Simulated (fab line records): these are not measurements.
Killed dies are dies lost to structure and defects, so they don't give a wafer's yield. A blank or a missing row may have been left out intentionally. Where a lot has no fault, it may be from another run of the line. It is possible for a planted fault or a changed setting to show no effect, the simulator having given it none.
Split-lot trial -- flow sky130 -- 27 wafers read across 5 lots, on a route 708 steps long

== SPLIT DETAILS ==
At SKY_METAL2_SPUTTER_04 (material TiN, target thk 70 nm, time 58.3 s), the setting time-s was moved away from the recipe's 58.3 s on 9 of the 27 wafers read, by -50.5% to +51.4%. For the rest of the wafers, this setting stayed at what the recipe calls for.

Split to reading: the file shows no intervening step.

== THE READING ==
METAL2_ALCU_THK, in nm, at SKY_METAL2_THK_MEAS_06 (measures by xrf). A value of 253 nm with a standard deviation of 3.4 nm is what fault-free wafers of this fab line usually give.

wafer,"tool, chamber at the split","time-s as run, s",against the recipe,"METAL2_ALCU_THK, nm",against lot-mates on the recipe
L076.1,"pvd-sputter-03, -",58.3,recipe,254,-
L076.2,"pvd-sputter-03, -",58.3,recipe,255,-
L076.3,"pvd-sputter-03, -",88.24,+51.4%,238,-16
L076.4,"pvd-sputter-03, -",88.24,+51.4%,239,-15
L076.5,"pvd-sputter-03, -",58.3,recipe,254,-
L076.6,"pvd-sputter-03, -",88.24,+51.4%,238,-16
L078.3,"pvd-sputter-01, -",58.3,recipe,253,-
L078.4,"pvd-sputter-01, -",58.3,recipe,251,-
L078.5,"pvd-sputter-01, -",58.3,recipe,254,-
L079.1,"pvd-sputter-01, -",47.27,-18.9%,256,+1
L079.2,"pvd-sputter-01, -",58.3,recipe,254,-
L079.3,"pvd-sputter-01, -",58.3,recipe,256,-
L079.4,"pvd-sputter-01, -",47.27,-18.9%,257,+2
L079.5,"pvd-sputter-01, -",47.27,-18.9%,259,+4
L079.6,"pvd-sputter-01, -",58.3,recipe,255,-
L084.1,"pvd-sputter-01, -",58.3,recipe,247,-
L084.2,"pvd-sputter-01, -",58.3,recipe,249,-
L084.3,"pvd-sputter-01, -",28.88,-50.5%,268,+20
L084.4,"pvd-sputter-01, -",58.3,recipe,248,-
L084.5,"pvd-sputter-01, -",28.88,-50.5%,268,+20
L084.6,"pvd-sputter-01, -",28.88,-50.5%,265,+17
L083.1,"pvd-sputter-01, -",58.3,recipe,249,-
L083.2,"pvd-sputter-01, -",58.3,recipe,245,-
L083.3,"pvd-sputter-01, -",58.3,recipe,245,-
L083.4,"pvd-sputter-01, -",58.3,recipe,248,-
L083.5,"pvd-sputter-01, -",58.3,recipe,245,-
L083.6,"pvd-sputter-01, -",58.3,recipe,251,-

THE FIT
A straight line over all 27 wafers: METAL2_ALCU_THK changes by -0.284 nm for each +1% of time-s; r = -0.91; the points scatter about the line by 3.3 nm.
The same after taking each lot's own level away (the mean of its wafers on the recipe; 27 wafers): -0.329 nm for each +1%; r = -0.97; scatter 2.2 nm.
Per that fit: largest time-s move, reading shift of 17 nm.
The lots' own levels span 247.2 to 255.0 nm, that is 2.3 times the standard deviation above.
Hence the slope depends on the lot-to-lot level, as the two fits are not the same.
Check: for one of the wafers moved furthest among these (+51.4%), held out of the fit, the line's prediction against its lot-mates is -17.2 nm. Against them it came out at -16.3 nm.

== OTHER SPLITS APPLIED TO THESE WAFERS ==
Note: prior to the reading, these wafers also went through further splits. Each is held against what the fit with the lots' levels taken away leaves over:
other split on the same wafers,wafers away from the commonest value,r with METAL2_ALCU_THK (lot level and that fit taken away)
SKY_FIELD_ISO_CVD_03 time-s,12,+0.38
SKY_POLY_GATE_ETCH_17 time-s,9,-0.22
SKY_LI_CONTACT_ETCH_14 time-s,9,-0.18
SKY_METAL1_SPUTTER_00 time-s,6,-0.03

== THE WHOLE CHAIN: every reading that the file lists as answering this split, in the file's order ==
step,what it does,reading,change (the file's fit),r (the file's)
SKY_METAL2_SPUTTER_04,"material TiN, target thk 70 nm, time 58.3 s","TiN_of_METAL2_SPUTTER_04.thk-nm (the simulator's own value, which no gauge read)",+0.707 nm for each +1% of the setting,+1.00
SKY_METAL2_THK_MEAS_06,measures by xrf,METAL2_ALCU_THK,-0.33 for each +1% of the setting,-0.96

== THE FILE'S OWN FIT ==
METAL2_ALCU_THK changes by -0.33 nm for each +1% of time-s, r = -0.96.
